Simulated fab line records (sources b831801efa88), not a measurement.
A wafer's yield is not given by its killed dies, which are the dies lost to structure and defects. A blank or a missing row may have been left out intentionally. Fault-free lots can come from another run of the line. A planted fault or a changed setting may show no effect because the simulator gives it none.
One fault seen from 2 desks	flow gf180mcu	each desk holds nothing but its own numbers, with what lay behind them at the end

== AT THE TOOL OWNER'S DESK: cvd_w-02 ==
The tool's own readings at GF_CONTACT_CVD_24 (deposits W, target thk 300 nm, time 90.339 s): means of the sampled wafers that have a number, for each lot that ran on this tool. A lot is out of limits, marked OUT, if its mean lies more than 4 standard deviations from the usual mean; the brackets give that distance.
Columns: A = heater_power_w at GF_CONTACT_CVD_24, usual 919 W
lot	first seen here	A
L490	day 20 14:22	915
L497	day 22 15:49	908
L498	day 23 00:26	916
L499	day 23 11:50	900
Result from this desk: across the 4 lots, nothing is out of limits.

== FROM THE METROLOGY DESK ==
Lot by lot, what the gauges showed, no matter which tool ran the lot: averages of those sampled wafers that carry a number. A lot is out of limits, marked OUT, if its mean lies more than 4 standard deviations from the usual mean; the brackets give that distance.
Columns: A = cd_nm at GF_CONTACT_CD_MEAS_14, usual 220.0 nm; B = CONTACT_OVL at GF_CONTACT_OVL_MEAS_15, usual -1 nm; C = CONTACT_W_RS at GF_CONTACT_RS_MEAS_25, usual 0.379 ohm/sq
lot	first seen here	A	B	C
L480	day 16 08:11	219.3	-7	0.386
L482	day 17 10:53	219.3	0	0.385
L490	day 20 13:40	222.1	-2	0.377
L497	day 22 15:06	221.1	-2	0.367
L498	day 22 23:42	220.9	2	0.368
L499	day 23 11:06	221.6	2	0.366
L501	day 24 00:18	220.7	1	0.373
Result from this desk: across the 7 lots, nothing is out of limits.

== BROUGHT TOGETHER ==
Nothing out of limits was seen by the tool owner's desk.
The metrology desk saw nothing out of limits.

== WHAT THE SIMULATOR HAD INSERTED ==
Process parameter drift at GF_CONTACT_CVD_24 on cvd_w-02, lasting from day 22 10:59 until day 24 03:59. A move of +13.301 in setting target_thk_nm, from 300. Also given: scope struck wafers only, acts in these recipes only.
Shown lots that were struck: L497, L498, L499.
